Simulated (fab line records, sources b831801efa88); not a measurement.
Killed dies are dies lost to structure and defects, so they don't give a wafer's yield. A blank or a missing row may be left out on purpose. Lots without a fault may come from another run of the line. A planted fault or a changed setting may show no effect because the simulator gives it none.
Which tool did it? | flow sky130 | 7 lots, 21 wafers sampled, at 2 steps of a route of 708

WHAT THE GAUGES READ, wafer by wafer
SKY_VIA2_RS_MEAS_22: measures by four-point-probe.
lot  | measured     | on            | VIA2_W_RS (ohm/sq)
L351 | day 36 06:35 | film_metro-03 | 0.272 0.271 0.269
L353 | day 37 00:13 | film_metro-01 | 0.268 0.263 0.276
L361 | day 40 10:11 | film_metro-02 | 0.266 0.267 0.271
L364 | day 40 19:50 | film_metro-03 | 0.276 0.270 0.270
L368 | day 41 17:20 | film_metro-01 | 0.274 0.270 0.271
L371 | day 42 09:27 | film_metro-01 | 0.276 0.274 0.275
L373 | day 43 00:38 | film_metro-02 | 0.273 0.278 0.274

WHICH TOOL RAN EACH LOT (tool, then ch and the chambers of the sampled wafers, then the start)
lot  | SKY_VIA2_ETCH_15
L351 | rie_diel-01 ch 1,3, day 36 05:43
L353 | rie_diel-01 ch 0,1,3, day 36 23:20
L361 | rie_diel-03 ch 0,2,3, day 40 09:20
L364 | rie_diel-03 ch 0,2,3, day 40 18:59
L368 | rie_diel-03 ch 1,3, day 41 16:29
L371 | rie_diel-03 ch 1,2,3, day 42 08:36
L373 | rie_diel-02 ch 0,1,2, day 42 23:47
- SKY_VIA2_ETCH_15: etches SiO2 in C4F8/O2/Ar, stops on TiN, target depth 546 nm, time 84 s.

THE ANSWER, worked out from the rows above alone
Rule: what is usual is taken from the lots themselves. Put in order of their means at a reading, lots are off if they are a third of the lots or fewer, leave a main group of 4 or more, and stand apart from it by a gap of 3 or more times the standard deviation of the main group's means; of several such gaps the widest counts. A main group whose means are all the same, to the digits that the tables above print for the reading, isn't used. A lot without any number at a reading at which 4 lots or more have one is off too. The other lots that the step has rows for count as sound.
No lot is off at any reading shown: from this, nothing can be told.

WHAT THE SIMULATOR HAD PUT IN
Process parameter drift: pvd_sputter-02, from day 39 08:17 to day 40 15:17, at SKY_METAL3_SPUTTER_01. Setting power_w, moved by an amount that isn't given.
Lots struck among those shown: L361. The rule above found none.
